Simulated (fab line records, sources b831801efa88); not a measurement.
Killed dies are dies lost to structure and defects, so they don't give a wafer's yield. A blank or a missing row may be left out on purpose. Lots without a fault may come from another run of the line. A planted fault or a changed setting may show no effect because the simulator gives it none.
fab line records | flow gf180mcu
record lots=13 wafers=39 last_day=34
route steps=602 shown VT_IMPLANT@99 DUAL_GATE@152 HV_LDD@178
lots that met no fault: from a run of the same line without faults
start_h: hours from the record's first day to the start of the lot's first wafer shown | wait_h: hours since the lot's step before | " the same as in the row above | L1.1+2: a row that stands for several wafers | - no value, or no start given | * or withheld: withheld | < > ~ a bound
route shown NAME@n: a module of which the file shows steps, and the number in the route of the first | usual: mean/standard deviation of fault-free wafers | same: alike in all rows | chamber/n: place in a boat | sites: the reading at each site | _std_site: their standard deviation | _edge_site: outer sites' mean less inner sites' | radius_mm: how far each site lies from the wafer's centre | mask NAME#n: copy n | behind: the tool/chamber that last shaped the wafer | hold: why the lot was held/for how many hours/how that ended | device: the transistor (n, p or np) that didn't switch | end of line: the same wafers' tests at the end of the route | a step without rows: its recipe alone | killed: dies lost to structure and defects at the first sort, not the wafer's yield | map: a wafer's dies, x killed, . not, _ none there
set.NAME: the setting as run; set.NAME@STEP: as run at that earlier step | model.NAME: the simulator's own value behind a step, which no gauge read
steps of the route over a sample of lots; a table a step, a row a wafer
services: from which hour (start_h, from the record's first day; less than 0 if before it) a tool's chamber was out of use, for how many hours, and why
## steps
# step GF_VT_IMPLANT_STRIP_09
# recipe chemistry=O2/N2 power_w=1400 pressure_mtorr=1500 platen_temp_c=250 o2_flow_sccm=3000 n2_flow_sccm=300 overash_fraction=0.5
# usual drypump_motor_current_A=5.8/0.57 heater_power_w=339/25 o2_flow_sccm=3000/9 oes_product_au=0.716/0.0053 strip_time_to_endpoint_s=12.64/0.038
# columns lot.wafer tool chamber start_h wait_h drypump_motor_current_A heater_power_w o2_flow_sccm oes_product_au rf_hours_counter_h strip_time_to_endpoint_s
L240.2 plasma_asher-04 0 116.96 0.1 5.1 304 3008 0.723 45 12.62
L240.5 " 0 " " 5.1 312 2999 0.710 - 12.64
L240.6 " 1 " " 6.6 357 3007 0.718 - 12.63
L241.2 plasma_asher-01 0 123.31 0.1 5.2 320 3016 0.714 1 12.65
L241.3 " 0 " " 5.2 325 3008 0.710 - 12.60
L241.5 " 1 " " 5.3 315 3000 0.717 - 12.66
L242.3 plasma_asher-01 1 134.11 0.1 5.3 319 3014 0.711 - 12.65
L242.5 " 0 " " 5.2 321 2995 0.718 - 12.67
L242.6 " 1 " " 5.3 320 2992 0.723 - 12.68
L244.1 plasma_asher-01 0 143.71 0.1 5.2 321 2990 0.714 3 12.64
L244.5 " 0 " " 5.2 313 2997 0.724 - 12.64
L244.6 " 1 " " 5.3 322 3004 0.712 - 12.59
L250.1 plasma_asher-04 1 179.11 0.1 6.6 365 3005 0.711 52 12.62
L250.5 " 1 " " 6.6 356 3014 0.712 - 12.60
L250.6 " 0 " " 5.1 315 3000 0.714 - 12.65
L251.2 plasma_asher-04 1 188.01 0.1 6.6 346 3000 0.715 53 12.65
L251.3 " 1 " " 6.6 352 3024 0.727 - 12.65
L251.5 " 1 " " 6.6 356 3000 0.714 - 12.63
L252.2 plasma_asher-02 0 193.46 0.1 6.2 379 3002 0.712 40 12.74
L252.3 " 0 " " 6.2 379 3014 0.728 - 12.67
L252.6 " 0 " " 6.2 374 3002 0.712 - 12.70
L253.1 plasma_asher-04 0 197.76 0.1 5.1 310 3000 0.708 54 12.60
L253.2 " 1 " " 6.6 351 2994 0.714 54 12.57
L253.3 " 0 " " 5.1 301 2983 0.723 - 12.59
L254.1 plasma_asher-02 1 203.86 0.1 5.9 330 3014 0.723 41 12.63
L254.4 " 1 " " 6.0 332 3004 0.718 - 12.58
L254.6 " 1 " " 6.0 336 3014 0.712 - 12.64
L257.3 plasma_asher-02 0 225.26 0.1 6.2 372 2979 0.714 - 12.67
L257.5 " 1 " " 6.0 330 2997 0.713 - 12.63
L257.6 " 0 " " 6.2 375 2997 0.719 - 12.65
L258.1 plasma_asher-04 0 228.48 0.1 5.1 303 2998 0.715 58 12.65
L258.3 " 1 " " 6.6 356 3014 0.718 - 12.68
L258.6 " 0 " " 5.1 310 3005 0.718 - 12.63
L261.1 plasma_asher-02 1 249.55 0.1 5.9 342 3000 0.707 47 12.68
L261.3 " 1 " " 5.9 324 3011 0.718 - 12.69
L261.6 " 1 " " 6.0 340 2989 0.709 - 12.63
L262.1 plasma_asher-02 0 256.45 0.1 6.2 375 3014 0.720 47 12.56
L262.2 " 1 " " 5.9 338 3016 0.724 47 12.58
L262.4 " 0 " " 6.2 386 3015 0.719 - 12.60
# step GF_VT_IMPLANT_TW_MEAS_43
# usual VT_IMPLANT_4_TW=701/4.2
# columns lot.wafer tool chamber start_h wait_h VT_IMPLANT_4_TW
L240.2 film_metro-02 - 162.82 0.1 700
L240.5 " - " " 698
L240.6 " - " " 702
L241.2 film_metro-02 - 169.74 0.1 711
L241.3 " - " " 704
L241.5 " - " " 705
L242.3 film_metro-04 - 182.63 0.1 698
L242.5 " - " " 698
L242.6 " - " " 700
L244.1 film_metro-02 - 193.23 0.1 704
L244.5 " - " " 704
L244.6 " - " " 706
L250.1 film_metro-01 - 232.71 0.1 700
L250.5 " - " " 695
L250.6 " - " " 702
L251.2 film_metro-02 - 242.32 0.1 704
L251.3 " - " " 703
L251.5 " - " " 703
L252.2 film_metro-02 - 247.64 0.1 702
L252.3 " - " " 702
L252.6 " - " " 701
L253.1 film_metro-02 - 251.90 0.1 705
L253.2 " - " " 698
L253.3 " - " " 703
L254.1 film_metro-04 - 260.36 0.1 697
L254.4 " - " " 698
L254.6 " - " " 696
L257.3 film_metro-01 - 282.83 0.1 696
L257.5 " - " " 698
L257.6 " - " " 701
L258.1 film_metro-01 - 286.45 0.1 695
L258.3 " - " " 697
L258.6 " - " " 694
L261.1 film_metro-04 - 310.30 0.1 692
L261.3 " - " " 697
L261.6 " - " " 698
L262.1 film_metro-02 - 317.15 0.1 701
L262.2 " - " " 700
L262.4 " - " " 706
# step GF_DUAL_GATE_OVL_MEAS_11
# usual DUAL_GATE_OVL=0.5/1.3
# columns lot.wafer tool chamber start_h wait_h DUAL_GATE_OVL[nm]
L240.2 overlay-02 - 181.41 0.1 -0.7
L240.5 " - " " -0.6
L240.6 " - " " -0.6
L241.2 overlay-02 - 189.71 0.1 1.3
L241.3 " - " " 1.4
L241.5 " - " " 0.0
L242.3 overlay-02 - 202.07 0.1 1.1
L242.5 " - " " 0.5
L242.6 " - " " -0.1
L244.1 overlay-01 - 212.60 0.1 0.0
L244.5 " - " " 2.9
L244.6 " - " " -0.2
L250.1 overlay-02 - 253.45 0.1 0.9
L250.5 " - " " 2.3
L250.6 " - " " 0.8
L251.2 overlay-01 - 263.67 0.1 0.7
L251.3 " - " " 0.2
L251.5 " - " " 1.8
L252.2 overlay-01 - 268.91 0.1 -0.2
L252.3 " - " " 0.1
L252.6 " - " " -1.7
L253.1 overlay-02 - 272.97 0.1 0.7
L253.2 " - " " 0.9
L253.3 " - " " -0.4
L254.1 overlay-02 - 282.75 0.1 1.3
L254.4 " - " " 1.7
L254.6 " - " " 2.3
L257.3 overlay-02 - 305.61 0.1 1.0
L257.5 " - " " -1.2
L257.6 " - " " 0.5
L258.1 overlay-01 - 310.32 0.1 -0.6
L258.3 " - " " -1.1
L258.6 " - " " -1.3
L261.1 overlay-01 - 333.62 0.1 2.2
L261.3 " - " " 2.9
L261.6 " - " " 2.3
L262.1 overlay-01 - 341.22 0.1 -0.8
L262.2 " - " " -1.0
L262.4 " - " " -2.0
# step GF_HV_LDD_COAT_02
# recipe resist=NOVOLAK spin_rpm=3000 resist_thk_nm=1000
# usual spin_speed_rpm=3000.1/2.1
# columns lot.wafer tool chamber start_h wait_h spin_speed_rpm
L240.2 litho_track-03 0 212.93 0.1 2999.3
L240.5 " 0 " " 3000.6
L240.6 " 0 " " 2998.2
L241.2 litho_track-04 0 222.00 0.1 2998.8
L241.3 " 0 " " 3002.7
L241.5 " 0 " " 3000.7
L242.3 litho_track-03 0 234.15 0.1 2998.3
L242.5 " 0 " " 2999.2
L242.6 " 0 " " 3000.4
L244.1 litho_track-01 0 246.74 0.1 2999.6
L244.5 " 0 " " 2998.1
L244.6 " 0 " " 2998.5
L250.1 litho_track-01 0 288.04 0.1 2998.7
L250.5 " 0 " " 2999.2
L250.6 " 0 " " 2999.9
L251.2 litho_track-03 0 298.43 0.1 2999.5
L251.3 " 0 " " 2997.7
L251.5 " 0 " " 3000.5
L252.2 litho_track-04 0 303.44 0.1 3270.0
L252.3 " 0 " " 3274.3
L252.6 " 0 " " 3274.8
L253.1 litho_track-03 0 309.90 0.1 2998.7
L253.2 " 0 " " 2999.3
L253.3 " 0 " " 3000.9
L254.1 litho_track-04 0 319.77 0.1 3275.4
L254.4 " 0 " " 3276.2
L254.6 " 0 " " 3273.8
L257.3 litho_track-01 0 342.74 0.1 3000.9
L257.5 " 0 " " 2999.3
L257.6 " 0 " " 3001.8
L258.1 litho_track-03 0 350.15 0.1 2998.7
L258.3 " 0 " " 3000.9
L258.6 " 0 " " 3002.1
L261.1 litho_track-03 0 372.05 0.1 3002.8
L261.3 " 0 " " 3004.7
L261.6 " 0 " " 3000.5
L262.1 litho_track-04 0 379.82 0.1 2998.6
L262.2 " 0 " " 3001.0
L262.4 " 0 " " 2998.1
# step GF_HV_LDD_STRIP_10
# recipe chemistry=O2/N2 power_w=1400 pressure_mtorr=1500 platen_temp_c=250 o2_flow_sccm=3000 n2_flow_sccm=300 overash_fraction=0.5
# usual drypump_motor_current_A=5.6/0.5 heater_power_w=314/28 o2_flow_sccm=3000/9.1 oes_product_au=0.716/0.0043 strip_time_to_endpoint_s=12.65/0.039
# columns lot.wafer tool chamber start_h wait_h drypump_motor_current_A heater_power_w o2_flow_sccm oes_product_au rf_hours_counter_h strip_time_to_endpoint_s
L240.2 plasma_asher-01 1 222.31 0.1 5.3 326 2996 0.711 6 12.61
L240.5 " 0 " " 5.2 320 3014 0.718 - 12.61
L240.6 " 1 " " 5.3 312 3010 0.718 - 12.57
L241.2 plasma_asher-03 1 232.05 0.1 5.9 264 2996 0.719 59 12.68
L241.3 " 1 " " 5.9 264 2987 0.716 - 12.69
L241.5 " 0 " " 5.9 325 3006 0.718 - 12.70
L242.3 plasma_asher-01 0 242.66 0.1 5.2 327 2997 0.714 - 12.63
L242.5 " 0 " " 5.2 320 2978 0.715 - 12.65
L242.6 " 1 " " 5.2 303 3006 0.714 - 12.66
L244.1 plasma_asher-01 1 256.63 0.1 5.3 313 2998 0.705 10 12.57
L244.5 " 0 " " 5.2 326 3004 0.706 - 12.59
L244.6 " 1 " " 5.3 324 2996 0.721 - 12.57
L250.1 plasma_asher-03 1 298.73 0.1 5.8 266 2997 0.718 65 12.64
L250.5 " 1 " " 5.9 263 3012 0.720 - 12.65
L250.6 " 0 " " 6.0 320 3022 0.719 - 12.67
L251.2 plasma_asher-03 1 309.37 0.1 5.9 260 2991 0.711 66 12.66
L251.3 " 1 " " 5.9 262 3000 0.718 - 12.67
L251.5 " 1 " " 5.9 264 3008 0.720 - 12.67
L252.2 plasma_asher-04 0 313.96 0.1 5.1 306 2993 0.716 67 12.17
L252.3 " 1 " " 6.6 366 3006 0.723 - 12.18
L252.6 " 1 " " 6.6 350 3003 0.714 - 12.13
L253.1 plasma_asher-01 1 320.97 0.1 5.2 317 2992 0.716 16 12.67
L253.2 " 0 " " 5.2 314 3008 0.719 16 12.72
L253.3 " 0 " " 5.2 319 3001 0.714 - 12.68
L254.1 plasma_asher-04 1 330.50 0.1 6.6 358 3007 0.715 69 12.14
L254.4 " 0 " " 5.1 311 3011 0.716 - 12.16
L254.6 " 1 " " 6.6 363 2995 0.718 - 12.16
L257.3 plasma_asher-01 1 353.98 0.1 5.3 329 2982 0.714 - 12.65
L257.5 " 1 " " 5.3 320 3001 0.715 - 12.63
L257.6 " 0 " " 5.2 316 2993 0.722 - 12.61
L258.1 plasma_asher-03 0 361.41 0.1 5.9 322 2996 0.711 72 12.62
L258.3 " 0 " " 6.0 310 2994 0.711 - 12.61
L258.6 " 1 " " 5.8 263 3011 0.720 - 12.63
L261.1 plasma_asher-04 1 382.91 0.1 6.6 356 3011 0.714 74 12.70
L261.3 " 0 " " 5.1 312 2987 0.717 - 12.71
L261.6 " 0 " " 5.1 308 2990 0.711 - 12.68
L262.1 plasma_asher-03 0 391.65 0.1 6.0 330 2991 0.724 75 12.71
L262.2 " 1 " " 5.8 253 3018 0.707 75 12.64
L262.4 " 0 " " 6.0 326 2984 0.710 - 12.66
## services
# columns tool chamber start_h hours kind
plasma_asher-01 - 108.75 9.0 pm
plasma_asher-01 0 108.75 9.0 vent_cycle
plasma_asher-01 1 108.75 9.0 vent_cycle
plasma_asher-02 - 111.71 2.8 pm
plasma_asher-04 - 112.18 2.6 repair
plasma_asher-01 0 117.75 - clean
plasma_asher-01 1 117.75 - clean
plasma_asher-04 - 221.23 0.5 repair
plasma_asher-03 - 260.93 4.3 pm
plasma_asher-04 - 263.80 3.0 repair
## key
first_sign step=GF_HV_LDD_COAT_02 reading=spin_speed_rpm direction=up sigmas=99+ usual=* struck=*
effect step=GF_HV_LDD_STRIP_10 reading=strip_time_to_endpoint_s direction=down sigmas=12 usual=* struck=*
met_at GF_HV_LDD_COAT_02
struck_lots L252,L254
tester_left_out L252,L254
not_acting_at GF_VT_IMPLANT_STRIP_09,GF_VT_IMPLANT_TW_MEAS_43,GF_DUAL_GATE_OVL_MEAS_11
onset_between 222.00 303.44
fault kind=process_parameter_drift tool=litho_track-04 chamber=- onset_h=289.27 steps=GF_HV_LDD_COAT_02 channel=spin_rpm offset=* shape=step end_h=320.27 acts_in=* stated=*
# tester_left_out: of these lots the tester's yield and bins aren't shown, on N5 and GAA mostly nor the transistor test; their killed dies are dies lost to structure and defects alone, not to doping, threshold or leakage, so they don't give the yield
